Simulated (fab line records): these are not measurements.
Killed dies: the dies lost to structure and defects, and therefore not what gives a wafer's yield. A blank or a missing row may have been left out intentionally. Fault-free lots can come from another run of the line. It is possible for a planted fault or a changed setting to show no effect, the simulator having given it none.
Matching of chambers / flow sky130 / cmp-01 running SKY_VIA4_CMP_02: 4 sister chambers
The step polishes SiO2. 8 wafers are shown with their chamber, then 7 later ones without.

== EACH WAFER AND ITS CHAMBER ==
wafer=L715.1; chamber=3; motorCurrentA (A)=10.7; platenRpm (rpm)=60.03
wafer=L715.4; chamber=2; motorCurrentA (A)=11.2; platenRpm (rpm)=60.02
wafer=L718.2; chamber=3; motorCurrentA (A)=11.2; platenRpm (rpm)=60.06
wafer=L718.5; chamber=2; motorCurrentA (A)=11.8; platenRpm (rpm)=59.91
wafer=L723.4; chamber=0; motorCurrentA (A)=13.0; platenRpm (rpm)=60.01
wafer=L723.6; chamber=1; motorCurrentA (A)=10.9; platenRpm (rpm)=59.98
wafer=L726.1; chamber=1; motorCurrentA (A)=10.6; platenRpm (rpm)=59.98
wafer=L726.2; chamber=0; motorCurrentA (A)=13.7; platenRpm (rpm)=60.00

== WAFERS WITHOUT THEIR CHAMBER ==
wafer=L726.6; motorCurrentA (A)=10.8; platenRpm (rpm)=60.00
wafer=L734.2; motorCurrentA (A)=10.7; platenRpm (rpm)=60.06
wafer=L734.3; motorCurrentA (A)=11.2; platenRpm (rpm)=60.03
wafer=L734.6; motorCurrentA (A)=10.7; platenRpm (rpm)=60.00
wafer=L735.1; motorCurrentA (A)=11.3; platenRpm (rpm)=60.02
wafer=L735.3; motorCurrentA (A)=11.1; platenRpm (rpm)=59.98
wafer=L735.5; motorCurrentA (A)=13.4; platenRpm (rpm)=59.97

== THE CHAMBER EACH PASSED THROUGH ==
wafer=L726.6; from the rows above=can't be placed: 1 or 3 or 2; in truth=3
wafer=L734.2; from the rows above=can't be placed: 3 or 1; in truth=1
wafer=L734.3; from the rows above=can't be placed: 3 or 1 or 2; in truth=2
wafer=L734.6; from the rows above=can't be placed: 1 or 3 or 2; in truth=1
wafer=L735.1; from the rows above=can't be placed: 3 or 2 or 1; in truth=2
wafer=L735.3; from the rows above=can't be placed: 1 or 2 or 3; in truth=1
wafer=L735.5; from the rows above=0; in truth=0
Placed correctly: 1 of 7. Cannot be placed on the basis of these rows: 6; the candidates contain the true chamber in 6. Wrongly placed: 0.
How it was worked out, from the rows above alone: a wafer's distance from a chamber is the root of the sum, over the readings, of the square of ((its reading less the chamber's mean) divided by the reading's scatter). If the next closest chamber is less than 2 further off than the closest, the wafer can't be placed; otherwise it belongs to the closest. Each chamber's mean is taken over the wafers shown for it. The scatter: take each reading less its chamber's mean, square it, sum over the shown wafers, divide by the number of wafers less the number of chambers, and take the root.
